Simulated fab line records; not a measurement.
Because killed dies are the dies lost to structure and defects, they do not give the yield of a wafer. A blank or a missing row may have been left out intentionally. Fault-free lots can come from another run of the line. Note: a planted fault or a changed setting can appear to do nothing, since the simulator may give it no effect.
fab line records | flow sfq_line | part 1 of 2: steps 1 to 25 of 36
[record] lots = 5 | wafers = 15 | last_day = 82
route steps=325 shown I0@44 M1@58 I1@73
lots that met no fault: from a run of the same line without faults
start_h: hours from the record's opening day to when the first of the lot's shown wafers began | wait_h: how many hours have passed since the lot's step before this one | " identical to the entry in the row above | L1.1+2: one row covering several wafers at once | - no value present, or no start provided | * or withheld: withheld | < > ~ a bound
route shown NAME@n: names a module that has steps shown in the file, with the first one's number in the route | usual: mean and standard deviation over wafers with no fault | same: alike in all rows | chamber/n: place in a boat | sites: per-site readings | _std_site: standard deviation across them | _edge_site: mean of outer sites minus mean of inner sites | radius_mm: for every site, how far away it sits from the centre of the wafer | mask NAME#n: copy n | behind: the tool/chamber that last shaped the wafer | hold: why the lot was held/for how many hours/how that ended | device: which transistor (n, p or np) failed to switch | end of line: tests run on the same wafers once the route is complete | step lacking rows: just its recipe | killed: at the first sort, the dies lost to defects and structure; wafer yield is something else | map: a wafer's dies, x killed, . not, _ none there
set.NAME: the setting that was run; set.NAME@STEP: the one run at that earlier step | model.NAME: the simulator's own value behind a step, which no gauge read
a table for each step, a row for each wafer; lots at some steps of the route
services: when a tool's chamber went out of use (start_h, in hours from the record's first day, below 0 if earlier), for how many hours, and the reason
[[steps]]
[step SFQ_TRILAYER_I0_CMP_CMP_028]
[recipe] material = SiO2 | down_force_psi = 3 | platen_rpm = 60 | pad_velocity_m_s = 0.94248
[usual] motor_current_A = 10.7/0.96 | platen_rpm = 60.01/0.041 | time_to_endpoint_s = 214/6.7
lot.wafer | tool   | chamber | start_h | wait_h | motor_current_A | platen_rpm | time_to_endpoint_s
L074.3    | cmp-02 | 3       | 119.02  | 7.2    | 9.5             | 60.10      | 218
L074.4    | "      | 0       | "       | "      | 9.3             | 59.98      | 219
L074.6    | "      | 1       | "       | "      | 10.2            | 59.93      | 218
L077.2    | cmp-01 | 2       | 132.02  | 5.7    | 9.8             | 60.00      | 209
L077.1    | "      | 3       | "       | "      | 11.4            | 59.97      | 213
L077.5    | "      | 1       | 133.52  | 7.2    | 11.9            | 59.98      | 223
L078.3    | cmp-01 | 1       | 137.07  | 0.0    | 12.3            | 60.03      | 211
L078.4    | "      | 0       | 138.57  | 1.5    | 11.8            | 60.00      | 215
L078.5    | "      | 1       | "       | "      | 11.8            | 60.02      | 210
L086.2    | cmp-01 | 1       | 232.54  | 7.6    | 11.6            | 60.10      | 210
L086.6    | "      | 1       | 234.54  | 9.5    | 11.9            | 60.06      | 220
L086.5    | "      | 2       | "       | "      | 10.1            | 60.00      | 207
L097.1    | cmp-01 | 0       | 314.35  | 10.5   | 10.5            | 60.03      | 203
L097.5    | "      | 1       | "       | "      | 11.6            | 60.05      | 207
L097.6    | "      | 2       | "       | "      | 9.6             | 59.96      | 205
[step SFQ_I0_BOW_MEAS_907]
[recipe] mode = bow
[usual] I0_BOW = 1/7.4
lot.wafer | tool          | chamber | start_h | wait_h | I0_BOW[um]
L074.3    | film_metro-01 | -       | 121.06  | 1.5    | 11
L074.4    | "             | -       | "       | "      | -1
L074.6    | "             | -       | "       | "      | 5
L077.1    | film_metro-01 | -       | 134.02  | 1.0    | 12
L077.2    | "             | -       | "       | "      | -1
L077.5    | "             | -       | "       | "      | -3
L078.3    | film_metro-02 | -       | 140.11  | 2.5    | -12
L078.4    | "             | -       | "       | "      | -3
L078.5    | "             | -       | "       | "      | 5
L086.2    | film_metro-04 | -       | 235.56  | 2.5    | 5
L086.5    | "             | -       | "       | "      | 7
L086.6    | "             | -       | "       | "      | 10
L097.1    | film_metro-01 | -       | 315.85  | 1.0    | -5
L097.5    | "             | -       | "       | "      | 7
L097.6    | "             | -       | "       | "      | 7
[step SFQ_TRILAYER_I0_METRO_MEASURE_029]
[usual] thk_nm = 200.0/1.1
lot.wafer | tool          | chamber | start_h | wait_h | thk_nm
L074.3    | film_metro-01 | -       | 121.54  | 0.5    | 200.3
L074.4    | "             | -       | "       | "      | 200.2
L074.6    | "             | -       | "       | "      | 199.7
L077.1    | film_metro-01 | -       | 134.14  | 0.1    | 201.1
L077.2    | "             | -       | "       | "      | 200.2
L077.5    | "             | -       | "       | "      | 200.2
L078.3    | film_metro-02 | -       | 140.59  | 0.5    | 200.4
L078.4    | "             | -       | "       | "      | 200.0
L078.5    | "             | -       | "       | "      | 200.9
L086.2    | film_metro-04 | -       | 235.86  | 0.3    | 201.5
L086.5    | "             | -       | "       | "      | 198.9
L086.6    | "             | -       | "       | "      | 201.8
L097.1    | film_metro-01 | -       | 315.97  | 0.1    | 200.1
L097.5    | "             | -       | "       | "      | 200.3
L097.6    | "             | -       | "       | "      | 199.7
[step SFQ_TRILAYER_I0_VIA_LITHO_COAT_036]
[recipe] resist = BARC | spin_rpm = 3000 | resist_thk_nm = 62
[usual] exhaust_pa = 45.1/0.88
lot.wafer | tool           | chamber | start_h | wait_h | exhaust_pa
L074.3    | litho_track-03 | 0       | 122.44  | 0.7    | 45.4
L074.4    | "              | 0       | "       | "      | 45.5
L074.6    | "              | 0       | "       | "      | 45.0
L077.1    | litho_track-04 | 0       | 135.34  | 1.0    | 46.3
L077.2    | "              | 0       | "       | "      | 44.2
L077.5    | "              | 0       | "       | "      | 45.4
L078.3    | litho_track-03 | 0       | 141.49  | 0.7    | 45.3
L078.4    | "              | 0       | "       | "      | 44.7
L078.5    | "              | 0       | "       | "      | 44.9
L086.2    | litho_track-01 | 0       | 236.91  | 0.8    | 44.4
L086.5    | "              | 0       | "       | "      | 44.1
L086.6    | "              | 0       | "       | "      | 45.0
L097.1    | litho_track-03 | 0       | 317.17  | 1.0    | 44.9
L097.5    | "              | 0       | "       | "      | 45.3
L097.6    | "              | 0       | "       | "      | 45.7
[step SFQ_TRILAYER_I0_VIA_LITHO_COAT_031]
[recipe] resist = KrF | spin_rpm = 3000 | resist_thk_nm = 650
[usual] exhaust_pa = 44.8/1
lot.wafer | tool           | chamber | start_h | wait_h | exhaust_pa
L074.3    | litho_track-03 | 0       | 122.74  | 0.2    | 44.7
L074.4    | "              | 0       | "       | "      | 43.8
L074.6    | "              | 0       | "       | "      | 44.6
L077.1    | litho_track-04 | 0       | 135.64  | 0.2    | 45.8
L077.2    | "              | 0       | "       | "      | 46.7
L077.5    | "              | 0       | "       | "      | 45.0
L078.3    | litho_track-03 | 0       | 141.79  | 0.2    | 45.6
L078.4    | "              | 0       | "       | "      | 43.7
L078.5    | "              | 0       | "       | "      | 45.3
L086.2    | litho_track-01 | 0       | 237.21  | 0.2    | 42.4
L086.5    | "              | 0       | "       | "      | 43.8
L086.6    | "              | 0       | "       | "      | 45.2
L097.1    | litho_track-03 | 0       | 317.47  | 0.2    | 45.4
L097.5    | "              | 0       | "       | "      | 46.0
L097.6    | "              | 0       | "       | "      | 45.8
[step SFQ_TRILAYER_I0_VIA_LITHO_SOFTBAKE_035]
[recipe] temp_c = withheld | time_s = withheld | resist = KrF
[usual] exhaust_pa = 45.1/0.78
lot.wafer | tool           | chamber | start_h | wait_h | exhaust_pa
L074.3    | litho_track-03 | 0       | 122.99  | 0.2    | 46.3
L074.4    | "              | 0       | "       | "      | 45.0
L074.6    | "              | 0       | "       | "      | 45.3
L077.1    | litho_track-04 | 0       | 135.94  | 0.2    | 46.2
L077.2    | "              | 0       | "       | "      | 43.9
L077.5    | "              | 0       | "       | "      | 45.9
L078.3    | litho_track-03 | 0       | 142.04  | 0.2    | 45.9
L078.4    | "              | 0       | "       | "      | 44.9
L078.5    | "              | 0       | "       | "      | 45.5
L086.2    | litho_track-01 | 0       | 237.48  | 0.2    | 44.6
L086.5    | "              | 0       | "       | "      | 44.4
L086.6    | "              | 0       | "       | "      | 45.9
L097.1    | litho_track-03 | 0       | 317.77  | 0.2    | 44.6
L097.5    | "              | 0       | "       | "      | 44.5
L097.6    | "              | 0       | "       | "      | 46.1
[step SFQ_TRILAYER_I0_VIA_LITHO_EXPOSE_032]
[recipe] mask_id = I0 | na = 0.6 | source_shape = conventional | sigma_outer = 0.65 | target_cd_nm = 500 | dose_mj = 21.3
lot.wafer  | tool           | chamber | start_h | wait_h | mask
L074.3+4+6 | krf_scanner-01 | 0       | 238.12  | -      | I0#0
L077.1+2+5 | krf_scanner-01 | 0       | 251.67  | -      | I0#0
L078.3+4+5 | krf_scanner-01 | 0       | 258.07  | -      | I0#0
L086.2+5+6 | krf_scanner-01 | 0       | 339.04  | -      | I0#0
L097.1+5+6 | krf_scanner-01 | 0       | 453.07  | -      | I0#0
[step SFQ_TRILAYER_I0_VIA_LITHO_PEB_034]
[recipe] peb_temp_c = 115 | peb_time_s = 60 | resist = KrF
[usual] exhaust_pa = 44.9/0.9
lot.wafer | tool           | chamber | start_h | wait_h | exhaust_pa
L074.3    | litho_track-04 | 0       | 238.97  | 0.7    | 44.8
L074.4    | "              | 0       | "       | "      | 44.7
L074.6    | "              | 0       | "       | "      | 43.7
L077.1    | litho_track-01 | 0       | 252.87  | 1.0    | 44.4
L077.2    | "              | 0       | "       | "      | 45.0
L077.5    | "              | 0       | "       | "      | 44.4
L078.3    | litho_track-03 | 0       | 258.92  | 0.7    | 44.3
L078.4    | "              | 0       | "       | "      | 45.3
L078.5    | "              | 0       | "       | "      | 46.1
L086.2    | litho_track-01 | 0       | 340.07  | 0.8    | 43.8
L086.5    | "              | 0       | "       | "      | 43.7
L086.6    | "              | 0       | "       | "      | 45.4
L097.1    | litho_track-03 | 0       | 454.27  | 1.0    | 43.9
L097.5    | "              | 0       | "       | "      | 43.3
L097.6    | "              | 0       | "       | "      | 43.8
[step SFQ_TRILAYER_I0_VIA_LITHO_DEVELOP_033]
[recipe] time_s = 60 | resist = KrF
[usual] exhaust_pa = 44.9/0.83
[same] time_s = 60
lot.wafer | tool           | chamber | start_h | wait_h | exhaust_pa
L074.3    | litho_track-04 | 0       | 239.12  | 0.1    | 44.3
L074.4    | "              | 0       | "       | "      | 44.9
L074.6    | "              | 0       | "       | "      | 44.3
L077.1    | litho_track-01 | 0       | 253.02  | 0.1    | 46.0
L077.2    | "              | 0       | "       | "      | 45.9
L077.5    | "              | 0       | "       | "      | 44.5
L078.3    | litho_track-03 | 0       | 259.07  | 0.1    | 44.7
L078.4    | "              | 0       | "       | "      | 43.9
L078.5    | "              | 0       | "       | "      | 44.3
L086.2    | litho_track-01 | 0       | 340.22  | 0.1    | 44.9
L086.5    | "              | 0       | "       | "      | 44.4
L086.6    | "              | 0       | "       | "      | 45.4
L097.1    | litho_track-03 | 0       | 454.42  | 0.1    | 44.2
L097.5    | "              | 0       | "       | "      | 44.7
L097.6    | "              | 0       | "       | "      | 44.7
[step SFQ_I0_OVL_MEAS_908]
[usual] I0_OVL = 3/4.8
lot.wafer | tool       | chamber | start_h | wait_h | I0_OVL[nm]
L074.3    | overlay-01 | -       | 239.23  | 0.1    | 7
L074.4    | "          | -       | "       | "      | 9
L074.6    | "          | -       | "       | "      | 8
L077.1    | overlay-02 | -       | 253.17  | 0.1    | -9
L077.2    | "          | -       | "       | "      | -6
L077.5    | "          | -       | "       | "      | -14
L078.3    | overlay-02 | -       | 259.18  | 0.1    | 3
L078.4    | "          | -       | "       | "      | 9
L078.5    | "          | -       | "       | "      | 8
L086.2    | overlay-01 | -       | 340.35  | 0.1    | 7
L086.5    | "          | -       | "       | "      | 3
L086.6    | "          | -       | "       | "      | 11
L097.1    | overlay-01 | -       | 454.57  | 0.1    | 2
L097.5    | "          | -       | "       | "      | 6
L097.6    | "          | -       | "       | "      | -1
[step SFQ_TRILAYER_I0_VIA_BARC_OPEN_VIA_ETCH_046]
[recipe] mask_material = PR | chemistry = O2 | target_depth_nm = 125 | target = BARC | source_w = 500 | bias_w = 80 | pressure_mtorr = 30 | time_s = 41.7
[usual] drypump_motor_current_A = 5.7/0.57 | oes_product_au = 0.685/0.0042
[same] time_s = 41.7
lot.wafer | tool        | chamber | start_h | wait_h | drypump_motor_current_A | oes_product_au | rf_hours_counter_h
L074.3    | rie_diel-04 | 1       | 239.26  | 0.0    | 6.3                     | 0.687          | 8
L074.4    | "           | 0       | "       | "      | 5.6                     | 0.685          | 87
L074.6    | "           | 1       | "       | "      | 6.3                     | 0.686          | -
L077.1    | rie_diel-04 | 1       | 253.21  | 0.0    | 6.3                     | 0.688          | 9
L077.2    | "           | 0       | "       | "      | 5.5                     | 0.693          | 88
L077.5    | "           | 0       | "       | "      | 5.5                     | 0.689          | -
L078.3    | rie_diel-04 | 1       | 259.21  | 0.0    | 6.3                     | 0.679          | 9
L078.4    | "           | 0       | "       | "      | 5.5                     | 0.689          | 88
L078.5    | "           | 0       | "       | "      | 5.5                     | 0.684          | -
L086.2    | rie_diel-02 | 3       | 340.38  | 0.0    | 5.8                     | 0.686          | 1
L086.5    | "           | 1       | "       | "      | 4.8                     | 0.686          | -
L086.6    | "           | 2       | "       | "      | 5.6                     | 0.675          | -
L097.1    | rie_diel-04 | 1       | 454.60  | 0.0    | 6.3                     | 0.683          | 13
L097.5    | "           | 0       | "       | "      | 5.5                     | 0.686          | -
L097.6    | "           | 3       | "       | "      | 6.2                     | 0.679          | -
[step SFQ_TRILAYER_I0_VIA_ETCH_VIA_ETCH_034]
[recipe] target = SiO2 | stop_on = Nb | mask_material = PR | taper_deg = 20 | chemistry = CHF3 | target_depth_nm = 260 | source_w = 500 | bias_w = 80 | pressure_mtorr = 30 | time_s = withheld
[usual] drypump_motor_current_A = 5.7/0.57 | oes_product_au = 0.854/0.0054
lot.wafer | tool        | chamber | start_h | wait_h | drypump_motor_current_A | oes_product_au
L074.3    | rie_diel-04 | 1       | 239.29  | 0.0    | 6.2                     | 0.853
L074.4    | "           | 0       | "       | "      | 5.6                     | 0.857
L074.6    | "           | 1       | "       | "      | 6.2                     | 0.861
L077.1    | rie_diel-04 | 1       | 253.25  | 0.0    | 6.2                     | 0.860
L077.2    | "           | 0       | "       | "      | 5.5                     | 0.859
L077.5    | "           | 0       | "       | "      | 5.5                     | 0.853
L078.3    | rie_diel-04 | 1       | 259.25  | 0.0    | 6.3                     | 0.854
L078.4    | "           | 0       | "       | "      | 5.5                     | 0.848
L078.5    | "           | 0       | "       | "      | 5.6                     | 0.857
L086.2    | rie_diel-02 | 3       | 340.42  | 0.0    | 5.8                     | 0.860
L086.5    | "           | 1       | "       | "      | 4.8                     | 0.850
L086.6    | "           | 2       | "       | "      | 5.6                     | 0.858
L097.1    | rie_diel-04 | 1       | 454.64  | 0.0    | 6.2                     | 0.853
L097.5    | "           | 0       | "       | "      | 5.5                     | 0.857
L097.6    | "           | 3       | "       | "      | 6.2                     | 0.845
[step SFQ_TRILAYER_I0_VIA_STRIP_STRIP_035]
[recipe] gas = O2 | power_w = 200 | platen_temp_c = 40 | overash_fraction = 0.65 | chemistry = O2 | pressure_mtorr = 50
[usual] drypump_motor_current_A = 5.8/0.46 | oes_product_au = 0.999/0.0066
lot.wafer | tool         | chamber | start_h | wait_h | drypump_motor_current_A | oes_product_au | rf_hours_counter_h
L074.3    | rie_metal-03 | 1       | 239.81  | -      | 4.9                     | 1.009          | -
L074.4    | "            | 1       | "       | "      | 4.9                     | 0.999          | -
L074.6    | "            | 1       | "       | "      | 4.9                     | 0.994          | -
L077.1    | rie_metal-01 | 0       | 253.36  | -      | 6.1                     | 1.003          | 27
L077.2    | "            | 1       | "       | "      | 5.5                     | 0.998          | 154
L077.5    | "            | 1       | "       | "      | 5.5                     | 1.004          | -
L078.3    | rie_metal-01 | 1       | 259.56  | -      | 5.5                     | 0.998          | -
L078.4    | "            | 0       | "       | "      | 6.1                     | 0.998          | -
L078.5    | "            | 1       | "       | "      | 5.5                     | 0.993          | -
L086.2    | rie_metal-01 | 0       | 340.53  | -      | 6.1                     | 0.987          | 41
L086.5    | "            | 1       | "       | "      | 5.5                     | 0.989          | -
L086.6    | "            | 0       | "       | "      | 6.1                     | 0.990          | -
L097.1    | rie_metal-02 | 0       | 454.76  | -      | 6.4                     | 0.999          | 43
L097.5    | "            | 1       | "       | "      | 5.6                     | 0.997          | -
L097.6    | "            | 0       | "       | "      | 6.4                     | 1.004          | -
[step SFQ_TRILAYER_I0_VIA_STRIP_SOLV_CLEAN_036]
[recipe] chemistry = NMP | temp_c = 70 | time_s = 600
[same] time_s = 600
lot.wafer  | tool         | chamber | start_h | wait_h
L074.3+4+6 | wet_bench-04 | 1,2,4   | 240.61  | 0.6
L077.1+2+5 | wet_bench-03 | 0,3,2   | 253.96  | 0.4
L078.3+4+5 | wet_bench-01 | 4,2,7   | 259.96  | 0.2
L086.2+5+6 | wet_bench-03 | 5,7,6   | 341.13  | 0.4
L097.1+5+6 | wet_bench-04 | 5,6,7   | 455.36  | 0.4
[step SFQ_TRILAYER_M1_DEP_PRE_CLEAN_038]
[recipe] gas = Ar | time_s = 22.5 | bias_v = 250
[same] time_s = 22.5
lot.wafer  | tool           | chamber | start_h | wait_h
L074.3+4+6 | pvd_sputter-05 | -       | 240.78  | 0.0
L077.1+2+5 | pvd_sputter-05 | -       | 254.13  | 0.0
L078.3+4+5 | pvd_sputter-05 | -       | 260.13  | 0.0
L086.2+5+6 | pvd_sputter-03 | -       | 341.32  | 0.0
L097.1+5+6 | pvd_sputter-05 | -       | 455.53  | 0.0
[step SFQ_TRILAYER_M1_DEP_SPUTTER_037]
[recipe] material = Nb | base_pressure_pa = 1.33e-06 | chamber_pressure_pa = 0.1333 | substrate_temp_c = 20 | resputter_cathode_voltage_v = 400 | target_thk_nm = 200 | power_w = 2000 | time_s = 133.3
[usual] chamber_pressure_pa = 0.13328/0.00027 | throttle_valve_pct = 30.2/1.1
[same] time_s = 133.3
lot.wafer | tool           | chamber | start_h | wait_h | chamber_pressure_pa | throttle_valve_pct
L074.3    | pvd_sputter-05 | -       | 240.81  | 0.0    | 0.13302             | 30.0
L074.4    | "              | -       | "       | "      | 0.1334              | 29.4
L074.6    | "              | -       | "       | "      | 0.133               | 29.9
L077.1    | pvd_sputter-05 | -       | 254.16  | 0.0    | 0.13304             | 29.6
L077.2    | "              | -       | "       | "      | 0.13298             | 30.1
L077.5    | "              | -       | "       | "      | 0.1336              | 31.8
L078.3    | pvd_sputter-05 | -       | 260.16  | 0.0    | 0.13347             | 29.4
L078.4    | "              | -       | "       | "      | 0.13326             | 31.5
L078.5    | "              | -       | "       | "      | 0.13309             | 31.7
L086.2    | pvd_sputter-03 | -       | 341.35  | 0.0    | 0.13362             | 29.0
L086.5    | "              | -       | "       | "      | 0.13318             | 31.1
L086.6    | "              | -       | "       | "      | 0.13348             | 29.9
L097.1    | pvd_sputter-05 | -       | 455.56  | 0.0    | 0.13334             | 30.1
L097.5    | "              | -       | "       | "      | 0.13313             | 29.6
L097.6    | "              | -       | "       | "      | 0.13344             | 29.3
[step SFQ_M1_RS_MEAS_909]
[recipe] thk_meas_gauge = four-point-probe | reads = Nb_of_TRILAYER_M1_DEP_SPUTTER_037
[usual] M1_NB_RS = 0.889/0.0086
lot.wafer | tool          | chamber | start_h | wait_h | M1_NB_RS[ohm/sq]
L074.3    | film_metro-01 | -       | 240.94  | 0.1    | 0.892
L074.4    | "             | -       | "       | "      | 0.892
L074.6    | "             | -       | "       | "      | 0.901
L077.1    | film_metro-02 | -       | 254.25  | 0.0    | 0.898
L077.2    | "             | -       | "       | "      | 0.895
L077.5    | "             | -       | "       | "      | 0.893
L078.3    | film_metro-03 | -       | 260.29  | 0.1    | 0.886
L078.4    | "             | -       | "       | "      | 0.898
L078.5    | "             | -       | "       | "      | 0.901
L086.2    | film_metro-03 | -       | 341.46  | 0.1    | 0.875
L086.5    | "             | -       | "       | "      | 0.872
L086.6    | "             | -       | "       | "      | 0.867
L097.1    | film_metro-03 | -       | 455.65  | 0.0    | 0.889
L097.5    | "             | -       | "       | "      | 0.898
L097.6    | "             | -       | "       | "      | 0.895
[step SFQ_TRILAYER_M1_LITHO_COAT_044]
[recipe] resist = BARC | spin_rpm = 3000 | resist_thk_nm = 62
[usual] exhaust_pa = 45.0/0.82
lot.wafer | tool           | chamber | start_h | wait_h | exhaust_pa
L074.3    | litho_track-01 | 0       | 241.18  | 0.1    | 46.6
L074.4    | "              | 0       | "       | "      | 45.4
L074.6    | "              | 0       | "       | "      | 45.8
L077.1    | litho_track-01 | 0       | 254.43  | 0.1    | 44.4
L077.2    | "              | 0       | "       | "      | 45.6
L077.5    | "              | 0       | "       | "      | 45.8
L078.3    | litho_track-01 | 0       | 260.53  | 0.1    | 44.3
L078.4    | "              | 0       | "       | "      | 44.9
L078.5    | "              | 0       | "       | "      | 46.6
L086.2    | litho_track-04 | 0       | 341.67  | 0.1    | 45.2
L086.5    | "              | 0       | "       | "      | 44.6
L086.6    | "              | 0       | "       | "      | 44.9
L097.1    | litho_track-04 | 0       | 455.83  | 0.1    | 43.8
L097.5    | "              | 0       | "       | "      | 45.5
L097.6    | "              | 0       | "       | "      | 44.3
[step SFQ_TRILAYER_M1_LITHO_COAT_039]
[recipe] resist = KrF | spin_rpm = 3000 | resist_thk_nm = 600
[usual] exhaust_pa = 45.2/0.9
lot.wafer | tool           | chamber | start_h | wait_h | exhaust_pa
L074.3    | litho_track-01 | 0       | 241.48  | 0.2    | 45.2
L074.4    | "              | 0       | "       | "      | 44.4
L074.6    | "              | 0       | "       | "      | 43.7
L077.1    | litho_track-01 | 0       | 254.73  | 0.2    | 46.0
L077.2    | "              | 0       | "       | "      | 45.7
L077.5    | "              | 0       | "       | "      | 46.4
L078.3    | litho_track-01 | 0       | 260.83  | 0.2    | 46.2
L078.4    | "              | 0       | "       | "      | 46.3
L078.5    | "              | 0       | "       | "      | 45.3
L086.2    | litho_track-04 | 0       | 341.97  | 0.2    | 44.8
L086.5    | "              | 0       | "       | "      | 44.0
L086.6    | "              | 0       | "       | "      | 44.8
L097.1    | litho_track-04 | 0       | 456.13  | 0.2    | 45.3
L097.5    | "              | 0       | "       | "      | 45.7
L097.6    | "              | 0       | "       | "      | 46.9
[step SFQ_TRILAYER_M1_LITHO_SOFTBAKE_043]
[recipe] temp_c = withheld | time_s = withheld | resist = KrF
[usual] exhaust_pa = 45.0/0.89
lot.wafer | tool           | chamber | start_h | wait_h | exhaust_pa
L074.3    | litho_track-01 | 0       | 241.73  | 0.2    | 45.9
L074.4    | "              | 0       | "       | "      | 45.5
L074.6    | "              | 0       | "       | "      | 44.6
L077.1    | litho_track-01 | 0       | 255.03  | 0.2    | 44.4
L077.2    | "              | 0       | "       | "      | 44.4
L077.5    | "              | 0       | "       | "      | 45.4
L078.3    | litho_track-01 | 0       | 261.08  | 0.2    | 44.8
L078.4    | "              | 0       | "       | "      | 45.0
L078.5    | "              | 0       | "       | "      | 44.5
L086.2    | litho_track-04 | 0       | 342.25  | 0.2    | 45.1
L086.5    | "              | 0       | "       | "      | 43.5
L086.6    | "              | 0       | "       | "      | 43.8
L097.1    | litho_track-04 | 0       | 456.43  | 0.2    | 44.8
L097.5    | "              | 0       | "       | "      | 45.6
L097.6    | "              | 0       | "       | "      | 45.8
[step SFQ_TRILAYER_M1_LITHO_EXPOSE_040]
[recipe] mask_id = M1 | na = 0.6 | source_shape = conventional | sigma_outer = 0.65 | target_cd_nm = 500 | dose_mj = 14.4
lot.wafer  | tool           | chamber | start_h | wait_h | mask
L074.3+4+6 | krf_scanner-01 | 0       | 342.84  | -      | M1#0
L077.1+2+5 | krf_scanner-01 | 0       | 358.14  | -      | M1#0
L078.3+4+5 | krf_scanner-01 | 0       | 366.74  | -      | M1#0
L086.2+5+6 | krf_scanner-01 | 0       | 489.27  | -      | M1#0
L097.1+5+6 | krf_scanner-02 | 0       | 610.87  | -      | M1#0
[step SFQ_TRILAYER_M1_LITHO_PEB_042]
[recipe] peb_temp_c = 115 | peb_time_s = 60 | resist = KrF
[usual] exhaust_pa = 45.1/0.84
lot.wafer | tool           | chamber | start_h | wait_h | exhaust_pa
L074.3    | litho_track-02 | 0       | 343.69  | 0.7    | 44.7
L074.4    | "              | 0       | "       | "      | 46.4
L074.6    | "              | 0       | "       | "      | 45.6
L077.1    | litho_track-04 | 0       | 359.34  | 1.0    | 45.6
L077.2    | "              | 0       | "       | "      | 44.5
L077.5    | "              | 0       | "       | "      | 46.4
L078.3    | litho_track-04 | 0       | 367.59  | 0.7    | 45.3
L078.4    | "              | 0       | "       | "      | 45.8
L078.5    | "              | 0       | "       | "      | 46.7
L086.2    | litho_track-01 | 0       | 490.29  | 0.8    | 44.4
L086.5    | "              | 0       | "       | "      | 45.8
L086.6    | "              | 0       | "       | "      | 45.7
L097.1    | litho_track-01 | 0       | 612.07  | 1.0    | 45.6
L097.5    | "              | 0       | "       | "      | 45.4
L097.6    | "              | 0       | "       | "      | 43.3
[step SFQ_TRILAYER_M1_LITHO_DEVELOP_041]
[recipe] time_s = 60 | resist = KrF
[usual] exhaust_pa = 45.0/0.99
[same] time_s = 60
lot.wafer | tool           | chamber | start_h | wait_h | exhaust_pa
L074.3    | litho_track-02 | 0       | 343.84  | 0.1    | 44.5
L074.4    | "              | 0       | "       | "      | 43.9
L074.6    | "              | 0       | "       | "      | 45.2
L077.1    | litho_track-04 | 0       | 359.49  | 0.1    | 44.0
L077.2    | "              | 0       | "       | "      | 44.6
L077.5    | "              | 0       | "       | "      | 47.3
L078.3    | litho_track-04 | 0       | 367.74  | 0.1    | 45.0
L078.4    | "              | 0       | "       | "      | 45.9
L078.5    | "              | 0       | "       | "      | 44.9
L086.2    | litho_track-01 | 0       | 490.44  | 0.1    | 45.2
L086.5    | "              | 0       | "       | "      | 45.8
L086.6    | "              | 0       | "       | "      | 44.2
L097.1    | litho_track-01 | 0       | 612.22  | 0.1    | 44.0
L097.5    | "              | 0       | "       | "      | 43.5
L097.6    | "              | 0       | "       | "      | 43.6
[step SFQ_M1_OVL_MEAS_911]
[usual] M1_OVL = 1/4.1
lot.wafer | tool       | chamber | start_h | wait_h | M1_OVL[nm]
L074.3    | overlay-01 | -       | 343.96  | 0.1    | -1
L074.4    | "          | -       | "       | "      | 2
L074.6    | "          | -       | "       | "      | 4
L077.1    | overlay-01 | -       | 359.64  | 0.1    | -1
L077.2    | "          | -       | "       | "      | 1
L077.5    | "          | -       | "       | "      | -2
L078.3    | overlay-02 | -       | 367.86  | 0.1    | -2
L078.4    | "          | -       | "       | "      | 0
L078.5    | "          | -       | "       | "      | -1
L086.2    | overlay-02 | -       | 490.57  | 0.1    | 1
L086.5    | "          | -       | "       | "      | 0
L086.6    | "          | -       | "       | "      | 0
L097.1    | overlay-01 | -       | 612.37  | 0.1    | -3
L097.5    | "          | -       | "       | "      | -1
L097.6    | "          | -       | "       | "      | -1
[step SFQ_TRILAYER_M1_BARC_OPEN_METAL_ETCH_054]
[recipe] mask_material = PR | chemistry = O2 | target_depth_nm = 125 | target = BARC | icp_w = 600 | bias_w = 80 | pressure_mtorr = 10 | time_s = 41.7
[usual] drypump_motor_current_A = 5.6/0.45 | oes_product_au = 0.686/0.0047
[same] time_s = 41.7
lot.wafer | tool         | chamber | start_h | wait_h | drypump_motor_current_A | oes_product_au | rf_hours_counter_h
L074.3    | rie_metal-04 | 0       | 344.00  | 0.0    | 5.2                     | 0.692          | -
L074.4    | "            | 1       | "       | "      | 5.0                     | 0.685          | -
L074.6    | "            | 1       | "       | "      | 5.0                     | 0.678          | -
L077.1    | rie_metal-01 | 0       | 359.68  | 0.0    | 6.1                     | 0.681          | 45
L077.2    | "            | 1       | "       | "      | 5.5                     | 0.687          | 172
L077.5    | "            | 0       | "       | "      | 6.1                     | 0.694          | -
L078.3    | rie_metal-02 | 0       | 367.90  | 0.0    | 6.4                     | 0.688          | -
L078.4    | "            | 1       | "       | "      | 5.6                     | 0.673          | -
L078.5    | "            | 1       | "       | "      | 5.6                     | 0.686          | -
L086.2    | rie_metal-02 | 0       | 490.60  | 0.0    | 6.4                     | 0.682          | 50
L086.5    | "            | 0       | "       | "      | 6.4                     | 0.680          | -
L086.6    | "            | 1       | "       | "      | 5.6                     | 0.688          | -
L097.1    | rie_metal-01 | 0       | 612.41  | 0.0    | 6.1                     | 0.689          | 91
L097.5    | "            | 1       | "       | "      | 5.5                     | 0.680          | -
L097.6    | "            | 0       | "       | "      | 6.1                     | 0.687          | -
